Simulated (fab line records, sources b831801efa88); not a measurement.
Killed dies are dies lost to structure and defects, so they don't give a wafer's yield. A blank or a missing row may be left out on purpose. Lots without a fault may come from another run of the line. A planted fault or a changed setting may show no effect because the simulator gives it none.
Which tool did it? | flow sky130 | 13 lots, 39 wafers sampled, at 1 step of a route of 708

WHAT THE GAUGES READ, wafer by wafer
SKY_FIELD_ISO_THK_MEAS_04. Usual: FIELD_ISO_CVD_03_THK 164.8 nm, standard deviation 1.4.
lot  | measured    | on            | FIELD_ISO_CVD_03_THK (nm) | flag
L348 | day 1 14:05 | film_metro-03 | 163.6 164.3 163.9         |
L349 | day 1 20:40 | film_metro-03 | 166.5 166.4 165.5         |
L350 | day 1 23:37 | film_metro-02 | 163.0 162.5 164.4         |
L351 | day 2 05:47 | film_metro-01 | 165.0 166.6 164.9         |
L352 | day 2 10:01 | film_metro-01 | 163.4 164.8 165.5         |
L355 | day 3 01:11 | film_metro-01 | 162.9 165.8 164.9         |
L357 | day 3 12:00 | film_metro-02 | 167.2 167.1 168.1         |
L359 | day 3 21:48 | film_metro-03 | 162.8 162.9 163.3         |
L361 | day 4 08:53 | film_metro-02 | 162.7 162.8 163.0         |
L368 | day 5 17:55 | film_metro-03 | 165.0 165.1 166.8         |
L369 | day 5 23:14 | film_metro-01 | 165.5 164.7 164.3         |
L370 | day 6 03:32 | film_metro-01 | 164.3 163.8 163.3         |
L371 | day 6 08:59 | film_metro-02 | 167.6 165.8 166.8         |

WHICH TOOL RAN EACH LOT (tool, then ch and the chambers of the sampled wafers, then the start)
The record holds no process step before these readings.

WHAT THE TOOLS THEMSELVES READ (means of the sampled wafers that have a number; where no wafer has one, the mark that the record gives instead)
The record holds no such reading with a usual standard deviation.

THE ANSWER, worked out from the rows above alone
Rule: a lot is off if the mean of its wafers that have a number lies more than 3 standard deviations from the usual mean. A lot without any number at a reading at which 4 lots or more have one is off too. The other lots that the step has rows for count as sound. The gauges are gone through in route order, then the tools' own readings, and for those a lot's mean is taken as printed above. The first step at which some lot is off is used, and at that step the reading that is off furthest; a lot without a number counts as furthest.
No lot is off at any reading shown: from this, nothing can be told.

WHAT THE SIMULATOR HAD PUT IN
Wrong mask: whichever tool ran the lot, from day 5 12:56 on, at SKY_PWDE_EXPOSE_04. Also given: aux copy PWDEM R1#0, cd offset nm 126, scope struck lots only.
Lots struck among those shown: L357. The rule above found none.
